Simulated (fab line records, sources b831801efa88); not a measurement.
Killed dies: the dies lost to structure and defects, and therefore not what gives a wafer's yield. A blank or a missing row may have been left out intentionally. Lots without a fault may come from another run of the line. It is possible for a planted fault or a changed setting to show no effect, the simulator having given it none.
Chamber matching + flow gf180mcu + GF_POLY_GATE_ETCH_13 on rie-si-02: 4 sister chambers
The step etches poly-Si in HBr/Cl2, stops on SiO2, target depth 198.5 nm, time 69.6 s. 7 wafers are shown with their chamber, then 7 later ones without.

== WAFERS WITH THEIR CHAMBER ==
| wafer  | chamber | drypump-motor-current-A (A) | he-backside-leak-sccm (sccm) |
|--------|---------|-----------------------------|------------------------------|
| L448.4 | 1       | 6.3                         | 2.74                         |
| L450.2 | 2       | 5.1                         | 2.25                         |
| L451.3 | 0       | 5.0                         | 2.96                         |
| L451.4 | 3       | 5.3                         | 2.55                         |
| L451.6 | 0       | 5.0                         | 2.78                         |
| L452.1 | 3       | 5.4                         | 2.81                         |
| L452.2 | 2       | 5.1                         | 2.28                         |

== WAFERS WITH NO CHAMBER GIVEN ==
| wafer  | drypump-motor-current-A (A) | he-backside-leak-sccm (sccm) |
|--------|-----------------------------|------------------------------|
| L452.3 | 5.0                         | 3.03                         |
| L453.2 | 5.4                         | 2.75                         |
| L453.4 | 6.3                         | 2.76                         |
| L453.6 | 5.4                         | 2.69                         |
| L456.1 | 5.1                         | 2.75                         |
| L456.2 | 5.3                         | 2.50                         |
| L456.4 | 5.1                         | 2.25                         |

== THE CHAMBER EACH PASSED THROUGH ==
| wafer  | from the rows above     | in truth |
|--------|-------------------------|----------|
| L452.3 | 0                       | 0        |
| L453.2 | 3                       | 3        |
| L453.4 | 1                       | 1        |
| L453.6 | 3                       | 3        |
| L456.1 | can't be placed: 0 or 2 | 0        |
| L456.2 | 3                       | 3        |
| L456.4 | 2                       | 2        |
6 of 7 placed correctly. Unplaceable from these rows: 1, with the true chamber sitting among the candidates in 1. 0 placed wrongly.
How it was worked out, from the rows above alone: a wafer's distance from a chamber is the root of the sum, over the readings, of the square of ((its reading less the chamber's mean) divided by the reading's scatter). If the next closest chamber is less than 2 further off than the closest, the wafer can't be placed; otherwise it belongs to the closest. Each chamber's mean is taken over the wafers shown for it. How the scatter is found: for the shown wafers, subtract from each reading the mean of its chamber, square and add these, divide the total by (wafers less chambers), then take the root.
